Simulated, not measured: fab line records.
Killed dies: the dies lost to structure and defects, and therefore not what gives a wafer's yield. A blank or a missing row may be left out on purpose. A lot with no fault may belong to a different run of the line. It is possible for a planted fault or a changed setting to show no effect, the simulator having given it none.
fab line records || flow sky130
[record] {"lots": 4, "wafers": 12, "lastDay": 49}
route steps=708 shown VIA2@511 METAL3@532 CAPM@537 PAD_OPEN@708
lots untouched by any fault: they come from a run of this same line in which no faults occurred
startH: hours from the record's opening day to when the first of the lot's shown wafers began || waitH: time in hours since the lot's previous step || " unchanged from the row above || L1.1+2: a single row standing in for several wafers || - either no value or no given start || * or withheld: withheld || < > ~ a bound
route shown NAME@n: names a module that has steps shown in the file, with the first one's number in the route || usual: the fault-free wafers' mean and standard deviation || same: alike in all rows || chamber/n: place in a boat || sites: each site's reading || _std_site: their standard deviation || _edge_site: mean of outer sites minus mean of inner sites || radiusMm: how far each site lies from the wafer's centre || mask NAME#n: copy n || behind: the most recent tool/chamber to have shaped the wafer || hold: reason for holding the lot/hours on hold/outcome of the hold || device: transistor that didn't switch, given as n, p or np || end of line: tests of these same wafers at the route's end || a step given without rows: its recipe and nothing more || killed: the dies lost at the first sort to structure and to defects; this is not the yield of the wafer || map: per-die view of a wafer (x killed, . not killed, _ where there is no die)
set.NAME: setting as actually run; set.NAME@STEP: the setting as run at that earlier step || model.NAME: the simulator's own value behind a step, which no gauge read
lots at selected steps of the route; one table per step, one row per wafer
services: when a tool's chamber went out of use (startH, in hours from the record's first day, below 0 if earlier), for how many hours, and the reason
[[steps]]
[step SKY_VIA2_DEHYDRATE_04]
[recipe] {"tempC": 200, "timeS": 60}
[step SKY_VIA2_HMDS_05]
[recipe] {"primeTimeS": 60, "primeTempC": 120}
[step SKY_VIA2_COAT_06]
[recipe] {"resist": "BARC", "tempC": "withheld", "timeS": "withheld", "spinRpm": 3000, "resistThkNm": 60}
[step SKY_VIA2_COAT_07]
[recipe] {"resist": "KrF-thick", "spinRpm": 3000, "resistThkNm": 450}
[step SKY_VIA2_SOFTBAKE_08]
[recipe] {"tempC": 100, "timeS": 90, "resist": "KrF-thick"}
[step SKY_VIA2_EXPOSE_09]
[recipe] {"maskId": "VIM2", "na": 0.8, "sourceShape": "annular", "sigmaInner": 0.55, "sigmaOuter": 0.85, "targetCdNm": 200, "doseMj": 38}
[step SKY_VIA2_PEB_10]
[recipe] {"pebTempC": "withheld", "pebTimeS": "withheld", "resist": "KrF-thick"}
[step SKY_VIA2_DEVELOP_11]
[recipe] {"developTimeS": 60, "resist": "KrF-thick", "devTempC": 21}
[step SKY_VIA2_ETCH_14]
[recipe] {"chemistry": "N2/H2", "target": "BARC", "ionEnergyEv": 200, "sourceW": 500, "biasW": 100, "pressureMtorr": 30, "n2FlowSccm": 100, "h2FlowSccm": 200, "stopOn": "SiO2", "timeS": 45.9, "targetDepthA": 600}
[step SKY_VIA2_ETCH_15]
[recipe] {"target": "SiO2", "chemistry": "C4F8/O2/Ar", "targetDepthNm": 546, "stopOn": "TiN", "maskMaterial": "KrF-thick", "sourceW": 1500, "biasW": 1200, "pressureMtorr": 40, "c4f8FlowSccm": "withheld", "O2_flow_sccm": 6, "Ar_flow_sccm": 300, "timeS": 84}
[usual] {"oesProductAu": "0.940/0.005"}
{"lot.wafer": "L925.1", "tool": "rieDiel-03", "chamber": 0, "startH": 851.86, "waitH": 0.0, "oesProductAu": 0.948, "rfHoursCounterH": 12}
{"lot.wafer": "L925.2", "tool": "rieDiel-03", "chamber": 3, "startH": 851.86, "waitH": 0.0, "oesProductAu": 0.943, "rfHoursCounterH": 11}
{"lot.wafer": "L925.4", "tool": "rieDiel-03", "chamber": 1, "startH": 851.86, "waitH": 0.0, "oesProductAu": 0.940, "rfHoursCounterH": 14}
{"lot.wafer": "L930.2", "tool": "rieDiel-04", "chamber": 3, "startH": 887.91, "waitH": 0.0, "oesProductAu": 0.940, "rfHoursCounterH": 7}
{"lot.wafer": "L930.4", "tool": "rieDiel-04", "chamber": 2, "startH": 887.91, "waitH": 0.0, "oesProductAu": 0.941, "rfHoursCounterH": 0}
{"lot.wafer": "L930.6", "tool": "rieDiel-04", "chamber": 1, "startH": 887.91, "waitH": 0.0, "oesProductAu": 0.950, "rfHoursCounterH": "-"}
{"lot.wafer": "L938.2", "tool": "rieDiel-03", "chamber": 0, "startH": 952.18, "waitH": 0.0, "oesProductAu": 0.935, "rfHoursCounterH": 16}
{"lot.wafer": "L938.3", "tool": "rieDiel-03", "chamber": 3, "startH": 952.18, "waitH": 0.0, "oesProductAu": 0.941, "rfHoursCounterH": 14}
{"lot.wafer": "L938.4", "tool": "rieDiel-03", "chamber": 1, "startH": 952.18, "waitH": 0.0, "oesProductAu": 0.942, "rfHoursCounterH": 16}
{"lot.wafer": "L942.2", "tool": "rieDiel-03", "chamber": 1, "startH": 982.31, "waitH": 0.0, "oesProductAu": 0.943, "rfHoursCounterH": 17}
{"lot.wafer": "L942.4", "tool": "rieDiel-03", "chamber": 3, "startH": 982.31, "waitH": 0.0, "oesProductAu": 0.930, "rfHoursCounterH": "-"}
{"lot.wafer": "L942.6", "tool": "rieDiel-03", "chamber": 0, "startH": 982.31, "waitH": 0.0, "oesProductAu": 0.941, "rfHoursCounterH": "-"}
[step SKY_VIA2_STRIP_16]
[recipe] {"chemistry": "O2/N2", "powerW": 1400, "pressureMtorr": 1500, "platenTempC": "withheld", "o2FlowSccm": 3000, "n2FlowSccm": 300, "overashFraction": 0.5}
[step SKY_VIA2_STRIP_17]
[recipe] {"chemistry": "postEtchResidueRemover", "timeS": 1200, "tempC": 72.5}
[step SKY_VIA2_CLEAN_18]
[recipe] {"chemistry": "IPA", "timeS": 180, "tempC": 25}
[step SKY_VIA2_CLEAN_19]
[recipe] {"chemistry": "O3/DIW", "dry": "n2Spin"}
[step SKY_VIA2_SPUTTER_20]
[recipe] {"material": "TiN", "targetThkNm": 20, "chamberPressurePa": 5, "powerW": 4000, "timeS": 80}
[step SKY_VIA2_CVD_21]
[recipe] {"material": "W", "targetThkNm": 420, "timeS": 126.4, "tempC": 398.8, "pressureTorr": 40}
[step SKY_VIA2_CMP_24]
[recipe] {"stopOn": "SiO2", "tOverpolishS": 20, "downForcePsi": 3.5, "platenRpm": 60, "targetThkNm": 0, "padVelocityMS": 0.94248}
[step SKY_METAL3_SPUTTER_00]
[recipe] {"material": "Ti", "targetThkNm": 15, "powerW": 3000, "timeS": 10, "chamberPressurePa": 0.4}
[step SKY_METAL3_SPUTTER_01]
[recipe] {"material": "TiN", "targetThkNm": 20, "powerW": 6500, "timeS": 16.7, "chamberPressurePa": 0.4}
[step SKY_METAL3_SPUTTER_02]
[recipe] {"material": "AlCu", "targetThkNm": 735, "powerW": 10600, "timeS": 39.1, "chamberPressurePa": 0.4}
[step SKY_METAL3_SPUTTER_03]
[recipe] {"material": "Ti", "targetThkNm": 5, "powerW": 3000, "timeS": 3.3, "chamberPressurePa": 0.4}
[step SKY_METAL3_SPUTTER_04]
[recipe] {"material": "TiN", "targetThkNm": 70, "powerW": 6577, "timeS": 58.3, "chamberPressurePa": 0.4}
[step SKY_CAPM_CVD_00]
[recipe] {"material": "SiO2", "targetThkNm": 15.5, "tempC": 400, "timeS": "withheld", "rfW": 450}
[step SKY_CAPM_SPUTTER_02]
[recipe] {"material": "TiN", "targetThkNm": 200, "tempC": 300, "powerW": 6500, "timeS": 166.7, "chamberPressurePa": 0.4}
[step SKY_CAPM_DEHYDRATE_05]
[recipe] {"tempC": 200, "timeS": 60}
[step SKY_CAPM_HMDS_06]
[recipe] {"primeTimeS": 60, "primeTempC": 120}
[step SKY_CAPM_COAT_07]
[recipe] {"resist": "NOVOLAK", "spinRpm": 3000, "resistThkNm": 1140}
[step SKY_CAPM_SOFTBAKE_08]
[recipe] {"tempC": 90, "timeS": 60, "resist": "NOVOLAK"}
[step SKY_CAPM_EXPOSE_09]
[recipe] {"maskId": "CAPM", "na": 0.6, "sourceShape": "conventional", "sigmaOuter": 0.6, "polarization": "unpolarized", "targetCdNm": 1000, "doseMj": 159}
[step SKY_CAPM_PEB_10]
[recipe] {"tempC": "withheld", "timeS": "*", "resist": "NOVOLAK"}
[step SKY_CAPM_DEVELOP_11]
[recipe] {"resist": "NOVOLAK", "developer": "TMAH", "developTimeS": 60, "devTempC": 23}
[step SKY_CAPM_METAL_ETCH_13]
[recipe] {"targetDepthNm": 220, "stopOn": "SiO2", "chemistry": "Cl2/BCl3", "target": "TiN", "pressureMtorr": 10, "icpW": 900, "biasW": 48.5, "Cl2_flow_sccm": 60, "bcl3FlowSccm": 30, "timeS": 62.9}
[step SKY_CAPM_STRIP_14]
[recipe] {"chemistry": "O2/N2", "powerW": 1400, "pressureMtorr": 1500, "platenTempC": "withheld", "o2FlowSccm": 3000, "n2FlowSccm": 300, "overashFraction": 0.5}
[step SKY_PAD_OPEN_PROBE_99]
[usual] {"defectLimitedYield": "82.8/1.8", "killed_at_M0_to_M3": "43/6.3", "killed_at_M4_up": "3.1/1.9", "killedAtContacts": "24/5.1", "killedAtFrontEnd": "14/4.3", "killedAtOther": "0.3/0.53", "killedDies": "85/8.8", "killedOpen": "46/7.1", "killedShort": "38/5.9", "sort_bin_3_pad_short": "0.8/0.41", "sort_bin_5_function": "10.4/1.5", "sort_bin_6_memory": "6.1/1.1", "sortNPass": "407/8.8", "sortYieldPct": "82.8/1.8"}
[same] {"grossDies": 492, "killedAtBackSide": 0, "sort_bin_4_leakage[%]": 0, "sort_bin_8_speed[%]": 0}
{"lot.wafer": "L925.1", "tool": "prober-02", "chamber": "-", "startH": 1078.78, "waitH": 0.1, "defectLimitedYield[%]": 86.0, "killed_at_M0_to_M3": 32, "killed_at_M4_up": 2, "killedAtContacts": 18, "killedAtFrontEnd": 17, "killedAtOther": 0, "killedDies": 69, "killedOpen": 39, "killedShort": 30, "sort_bin_3_pad_short[%]": 0.2, "sort_bin_5_function[%]": 8.3, "sort_bin_6_memory[%]": 5.5, "sortNPass": 423, "sortYieldPct[%]": 86.0, "model.etest.tester.sortNPass": 423, "model.etest.tester.sortYieldPct": 85.98, "model.etest.tester.sort_bin_5_pct": 8.333, "model.etest.tester.sort_bin_3_pct": 0.2033}
{"lot.wafer": "L925.2", "tool": "prober-02", "chamber": "-", "startH": 1078.83, "waitH": 0.1, "defectLimitedYield[%]": 83.1, "killed_at_M0_to_M3": 52, "killed_at_M4_up": 2, "killedAtContacts": 20, "killedAtFrontEnd": 9, "killedAtOther": 0, "killedDies": 83, "killedOpen": 49, "killedShort": 34, "sort_bin_3_pad_short[%]": 1.4, "sort_bin_5_function[%]": 9.8, "sort_bin_6_memory[%]": 5.7, "sortNPass": 409, "sortYieldPct[%]": 83.1, "model.etest.tester.sortNPass": 409, "model.etest.tester.sortYieldPct": 83.13, "model.etest.tester.sort_bin_5_pct": 9.756, "model.etest.tester.sort_bin_3_pct": 1.423}
{"lot.wafer": "L925.4", "tool": "prober-02", "chamber": "-", "startH": 1078.93, "waitH": 0.2, "defectLimitedYield[%]": 86.4, "killed_at_M0_to_M3": 36, "killed_at_M4_up": 1, "killedAtContacts": 19, "killedAtFrontEnd": 11, "killedAtOther": 0, "killedDies": 67, "killedOpen": 34, "killedShort": 33, "sort_bin_3_pad_short[%]": 0.4, "sort_bin_5_function[%]": 7.1, "sort_bin_6_memory[%]": 6.1, "sortNPass": 425, "sortYieldPct[%]": 86.4, "model.etest.tester.sortNPass": 425, "model.etest.tester.sortYieldPct": 86.38, "model.etest.tester.sort_bin_5_pct": 7.114, "model.etest.tester.sort_bin_3_pct": 0.4065}
{"lot.wafer": "L930.2", "tool": "prober-01", "chamber": "-", "startH": 1108.49, "waitH": 0.1, "defectLimitedYield[%]": 82.1, "killed_at_M0_to_M3": 39, "killed_at_M4_up": 4, "killedAtContacts": 32, "killedAtFrontEnd": 13, "killedAtOther": 0, "killedDies": 88, "killedOpen": 49, "killedShort": 39, "sort_bin_3_pad_short[%]": 0.8, "sort_bin_5_function[%]": 12.6, "sort_bin_6_memory[%]": 4.5, "sortNPass": 404, "sortYieldPct[%]": 82.1, "model.etest.tester.sortNPass": 404, "model.etest.tester.sortYieldPct": 82.11, "model.etest.tester.sort_bin_5_pct": 12.6, "model.etest.tester.sort_bin_3_pct": 0.813}
{"lot.wafer": "L930.4", "tool": "prober-01", "chamber": "-", "startH": 1108.59, "waitH": 0.2, "defectLimitedYield[%]": 83.5, "killed_at_M0_to_M3": 42, "killed_at_M4_up": 4, "killedAtContacts": 25, "killedAtFrontEnd": 8, "killedAtOther": 2, "killedDies": 81, "killedOpen": 42, "killedShort": 39, "sort_bin_3_pad_short[%]": 0.2, "sort_bin_5_function[%]": 11.2, "sort_bin_6_memory[%]": 5.1, "sortNPass": 411, "sortYieldPct[%]": 83.5, "model.etest.tester.sortNPass": 411, "model.etest.tester.sortYieldPct": 83.54, "model.etest.tester.sort_bin_5_pct": 11.18, "model.etest.tester.sort_bin_3_pct": 0.2033}
{"lot.wafer": "L930.6", "tool": "prober-01", "chamber": "-", "startH": 1108.69, "waitH": 0.2, "defectLimitedYield[%]": 80.5, "killed_at_M0_to_M3": 45, "killed_at_M4_up": 3, "killedAtContacts": 38, "killedAtFrontEnd": 10, "killedAtOther": 0, "killedDies": 96, "killedOpen": 47, "killedShort": 49, "sort_bin_3_pad_short[%]": 0.8, "sort_bin_5_function[%]": 12.4, "sort_bin_6_memory[%]": 6.3, "sortNPass": 396, "sortYieldPct[%]": 80.5, "model.etest.tester.sortNPass": 396, "model.etest.tester.sortYieldPct": 80.49, "model.etest.tester.sort_bin_5_pct": 12.4, "model.etest.tester.sort_bin_3_pct": 0.813}
{"lot.wafer": "L938.2", "tool": "prober-01", "chamber": "-", "startH": 1157.05, "waitH": 0.1, "defectLimitedYield[%]": 73.4, "killed_at_M0_to_M3": 94, "killed_at_M4_up": 2, "killedAtContacts": 21, "killedAtFrontEnd": 13, "killedAtOther": 1, "killedDies": 131, "killedOpen": 34, "killedShort": 31, "sort_bin_3_pad_short[%]": 5.3, "sort_bin_5_function[%]": 13.8, "sort_bin_6_memory[%]": 7.5, "sortNPass": 361, "sortYieldPct[%]": 73.4, "model.etest.tester.sortNPass": 361, "model.etest.tester.sortYieldPct": 73.37, "model.etest.tester.sort_bin_5_pct": 13.82, "model.etest.tester.sort_bin_3_pct": 5.285}
{"lot.wafer": "L938.3", "tool": "prober-01", "chamber": "-", "startH": 1157.10, "waitH": 0.2, "defectLimitedYield[%]": 71.7, "killed_at_M0_to_M3": 97, "killed_at_M4_up": 3, "killedAtContacts": 28, "killedAtFrontEnd": 11, "killedAtOther": 0, "killedDies": 139, "killedOpen": 51, "killedShort": 33, "sort_bin_3_pad_short[%]": 4.5, "sort_bin_5_function[%]": 15.9, "sort_bin_6_memory[%]": 7.9, "sortNPass": 353, "sortYieldPct[%]": 71.7, "model.etest.tester.sortNPass": 353, "model.etest.tester.sortYieldPct": 71.75, "model.etest.tester.sort_bin_5_pct": 15.85, "model.etest.tester.sort_bin_3_pct": 4.472}
{"lot.wafer": "L938.4", "tool": "prober-01", "chamber": "-", "startH": 1157.15, "waitH": 0.2, "defectLimitedYield[%]": 76.8, "killed_at_M0_to_M3": 75, "killed_at_M4_up": 1, "killedAtContacts": 24, "killedAtFrontEnd": 13, "killedAtOther": 1, "killedDies": 114, "killedOpen": 45, "killedShort": 29, "sort_bin_3_pad_short[%]": 3.7, "sort_bin_5_function[%]": 14.0, "sort_bin_6_memory[%]": 5.5, "sortNPass": 378, "sortYieldPct[%]": 76.8, "model.etest.tester.sortNPass": 378, "model.etest.tester.sortYieldPct": 76.83, "model.etest.tester.sort_bin_5_pct": 14.02, "model.etest.tester.sort_bin_3_pct": 3.659}
{"lot.wafer": "L942.2", "tool": "prober-01", "chamber": "-", "startH": 1179.37, "waitH": 0.1, "defectLimitedYield[%]": 76.0, "killed_at_M0_to_M3": 83, "killed_at_M4_up": 3, "killedAtContacts": 15, "killedAtFrontEnd": 16, "killedAtOther": 1, "killedDies": 118, "killedOpen": 36, "killedShort": 37, "sort_bin_3_pad_short[%]": 3.5, "sort_bin_5_function[%]": 13.8, "sort_bin_6_memory[%]": 6.7, "sortNPass": 374, "sortYieldPct[%]": 76.0, "model.etest.tester.sortNPass": 374, "model.etest.tester.sortYieldPct": 76.02, "model.etest.tester.sort_bin_5_pct": 13.82, "model.etest.tester.sort_bin_3_pct": 3.455}
{"lot.wafer": "L942.4", "tool": "prober-01", "chamber": "-", "startH": 1179.47, "waitH": 0.2, "defectLimitedYield[%]": 70.5, "killed_at_M0_to_M3": 98, "killed_at_M4_up": 4, "killedAtContacts": 18, "killedAtFrontEnd": 25, "killedAtOther": 0, "killedDies": 145, "killedOpen": 43, "killedShort": 41, "sort_bin_3_pad_short[%]": 3.7, "sort_bin_5_function[%]": 18.3, "sort_bin_6_memory[%]": 7.5, "sortNPass": 347, "sortYieldPct[%]": 70.5, "model.etest.tester.sortNPass": 347, "model.etest.tester.sortYieldPct": 70.53, "model.etest.tester.sort_bin_5_pct": 18.29, "model.etest.tester.sort_bin_3_pct": 3.659}
{"lot.wafer": "L942.6", "tool": "prober-01", "chamber": "-", "startH": 1179.57, "waitH": 0.2, "defectLimitedYield[%]": 69.7, "killed_at_M0_to_M3": 109, "killed_at_M4_up": 5, "killedAtContacts": 20, "killedAtFrontEnd": 15, "killedAtOther": 0, "killedDies": 149, "killedOpen": 39, "killedShort": 36, "sort_bin_3_pad_short[%]": 4.7, "sort_bin_5_function[%]": 19.1, "sort_bin_6_memory[%]": 6.5, "sortNPass": 343, "sortYieldPct[%]": 69.7, "model.etest.tester.sortNPass": 343, "model.etest.tester.sortYieldPct": 69.72, "model.etest.tester.sort_bin_5_pct": 19.11, "model.etest.tester.sort_bin_3_pct": 4.675}
// killed by level:class
L925.1 FIELD_ISO:geometricParticle:open=10 VIA1:geometricParticle:open=8 VIA3:geometricParticle:open=8 CONTACT:geometricParticle:short=6 METAL1:geometricParticle:short=5 LI_CONTACT:geometricParticle:open=5 FIELD_ISO:geometricParticle:short=4 METAL2:geometricParticle:short=4
L925.2 VIA1:geometricParticle:open=15 LI_CONTACT:geometricParticle:open=11 VIA3:geometricParticle:open=7 VIA1:geometricParticle:short=7 METAL3:geometricParticle:short=5 FIELD_ISO:geometricParticle:open=4 CONTACT:geometricParticle:short=4 CONTACT:geometricParticle:open=4
L925.4 CONTACT:geometricParticle:short=9 METAL2:geometricParticle:short=7 VIA1:geometricParticle:open=6 FIELD_ISO:geometricParticle:open=5 CONTACT:geometricParticle:open=5 FIELD_ISO:geometricParticle:short=4 METAL1:geometricParticle:open=4 VIA1:geometricParticle:short=4
L930.2 CONTACT:geometricParticle:open=12 VIA1:geometricParticle:open=12 CONTACT:geometricParticle:short=9 VIA3:geometricParticle:open=7 LOCAL_INTERCONNECT:geometricParticle:short=6 METAL1:geometricParticle:short=5 VIA1:geometricParticle:short=4 FIELD_ISO:geometricParticle:short=3
L930.4 VIA1:geometricParticle:open=13 CONTACT:geometricParticle:open=9 CONTACT:geometricParticle:short=7 VIA1:geometricParticle:short=6 VIA3:geometricParticle:open=5 LI_CONTACT:geometricParticle:short=4 METAL2:geometricParticle:short=4 FIELD_ISO:geometricParticle:short=3
L930.6 LI_CONTACT:geometricParticle:open=17 VIA1:geometricParticle:open=9 VIA1:geometricParticle:short=9 LOCAL_INTERCONNECT:geometricParticle:short=8 METAL1:geometricParticle:short=7 CONTACT:geometricParticle:open=5 VIA2:geometricParticle:open=5 LI_CONTACT:geometricParticle:short=4
L938.2 VIA2:unspecified=65 LOCAL_INTERCONNECT:geometricParticle:short=7 VIA1:geometricParticle:open=6 METAL1:geometricParticle:short=6 LI_CONTACT:geometricParticle:open=5 VIA3:geometricParticle:open=5 CONTACT:geometricParticle:open=5 FIELD_ISO:geometricParticle:short=3
L938.3 VIA2:unspecified=55 VIA1:geometricParticle:open=13 LI_CONTACT:geometricParticle:open=10 CONTACT:geometricParticle:open=9 VIA3:geometricParticle:open=8 VIA3:geometricParticle:short=5 METAL1:geometricParticle:short=4 VIA2:geometricParticle:open=4
L938.4 VIA2:unspecified=40 CONTACT:geometricParticle:open=9 VIA1:geometricParticle:open=8 LI_CONTACT:geometricParticle:open=7 FIELD_ISO:geometricParticle:open=5 LOCAL_INTERCONNECT:geometricParticle:short=5 VIA3:geometricParticle:open=5 VIA2:geometricParticle:short=4
L942.2 VIA2:unspecified=45 VIA1:geometricParticle:open=12 CONTACT:geometricParticle:open=8 VIA2:geometricParticle:short=6 POLY_GATE:geometricParticle:short=5 METAL2:geometricParticle:short=5 VIA2:geometricParticle:open=4 SPACER:geometricParticle:short=3
L942.4 VIA2:unspecified=61 FIELD_ISO:geometricParticle:open=8 VIA1:geometricParticle:open=8 LI_CONTACT:geometricParticle:open=6 METAL1:geometricParticle:short=6 VIA1:geometricParticle:short=6 CONTACT:geometricParticle:open=5 FIELD_ISO:geometricParticle:short=4
L942.6 VIA2:unspecified=74 VIA1:geometricParticle:open=8 METAL2:geometricParticle:short=8 CONTACT:geometricParticle:open=7 LI_CONTACT:geometricParticle:open=6 METAL1:geometricParticle:short=5 POLY_GATE:geometricParticle:open=4 POLY_GATE:geometricParticle:short=4
// map L938.3 (x killed, . not)
__________....x....._________
________...x..x..x...x_______
______x..x.x...x.xxx.x.._____
_____....x...x.x.x.......____
____...x.x.....x..x....x.x___
___x...x....x...x..........__
__.....x..x.........x..x..x._
_......x.............xx..x...
_............x...x.x..xx.....
_..x......x..x........x......
_.xx.x.x......x.x..x.........
_x....x............x...x.....
_xx...............x...x....x.
_..x.............x........x..
_...x....xx.x..........x.....
__..xx.x.....xxx.....x......_
___.x..x..xxxxxxxxx........__
____.....xxxxxxxxxxxx.....___
_____..x..xxxxxxxxx..x...____
______..x.xxxxxxxxxx...._____
________x.xxxxxxxxx..._______
__________x.xxxxxxx._________
// map L942.6 (x killed, . not)
__________..x.x.x..._________
________......xx......_______
______...x.x..x.xx..x..._____
_____.xx..x............x.____
____x................x....___
___...xx....x......x.......__
__......x....x.......xx....._
_...........x.....x......x...
_........x.......x..x..x.....
_...x..........x.........x..x
_..x.....x..........x.xx.....
_..x..xx...x...xxx.x.x.....x.
_.....x..x...xxxxxx.x....x...
_...x...x...xxxxxxxxx.x...x..
_x...x....x.xxxxxxxxxx.....x.
__.........xxxxxxxxxxxxx.x.._
___....x.x..xxxxxxxxxx..x..__
____..x....x.xxxxxxxxx.x..___
_____.....x..xxxxxxxxx...____
______.x...x..x.xxxx...._____
________x...x..x...x.._______
__________x........._________
[[services]]
{"tool": "rieDiel-04", "chamber": 2, "startH": 842.39, "hours": 7.5, "kind": "repair"}
{"tool": "rieDiel-04", "chamber": 2, "startH": 854.87, "hours": 1.9, "kind": "repair"}
{"tool": "rieDiel-04", "chamber": 2, "startH": 856.77, "hours": "-", "kind": "clean"}
{"tool": "rieDiel-04", "chamber": 2, "startH": 856.77, "hours": 25.1, "kind": "scheduledDown"}
{"tool": "rieDiel-04", "chamber": 2, "startH": 856.77, "hours": 25.1, "kind": "ventCycle"}
{"tool": "rieDiel-04", "chamber": 1, "startH": 861.82, "hours": 5.2, "kind": "repair"}
{"tool": "rieDiel-03", "chamber": 1, "startH": 862.36, "hours": 25.6, "kind": "repair"}
{"tool": "rieDiel-04", "chamber": 0, "startH": 880.77, "hours": 4.7, "kind": "repair"}
{"tool": "rieDiel-03", "chamber": "-", "startH": 881.04, "hours": 0.2, "kind": "repair"}
{"tool": "rieDiel-04", "chamber": 3, "startH": 898.14, "hours": 1.9, "kind": "repair"}
{"tool": "rieDiel-03", "chamber": 3, "startH": 907.79, "hours": 4.5, "kind": "repair"}
{"tool": "rieDiel-03", "chamber": 0, "startH": 923.08, "hours": 4.2, "kind": "repair"}
{"tool": "rieDiel-04", "chamber": 0, "startH": 956.46, "hours": 6.5, "kind": "repair"}
{"tool": "rieDiel-04", "chamber": 2, "startH": 961.79, "hours": 48.2, "kind": "repair"}
{"tool": "rieDiel-04", "chamber": 1, "startH": 975.80, "hours": 12.0, "kind": "repair"}
{"tool": "rieDiel-03", "chamber": 2, "startH": 976.40, "hours": 111.1, "kind": "repair"}
[[key]]
[firstSign] {"step": "SKY_PAD_OPEN_PROBE_99", "reading": "sort_bin_3_pad_short", "direction": "up", "sigmas": 8.4, "usual": 0.8, "struck": 4.2}
[effect] {"step": "SKY_PAD_OPEN_PROBE_99", "reading": "killed_at_M0_to_M3", "direction": "up", "sigmas": 7.8, "usual": 43, "struck": 93}
[modelEffect] {"step": "SKY_PAD_OPEN_PROBE_99", "value": "etest.tester.sortNPass", "without": 410.8, "struck": 359.3}
metAt SKY_VIA2_ETCH_15
struckWafers L938.2,L938.3,L938.4,L942.2,L942.4,L942.6
onsetBetween 851.86 952.18
alsoFits time
[fault] {"kind": "chamberParticleSource", "tool": "rieDiel-03", "chamber": "-", "onsetH": 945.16, "steps": "SKY_VIA2_ETCH_15", "ratePerVisitCm2": 1.7127, "endH": 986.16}
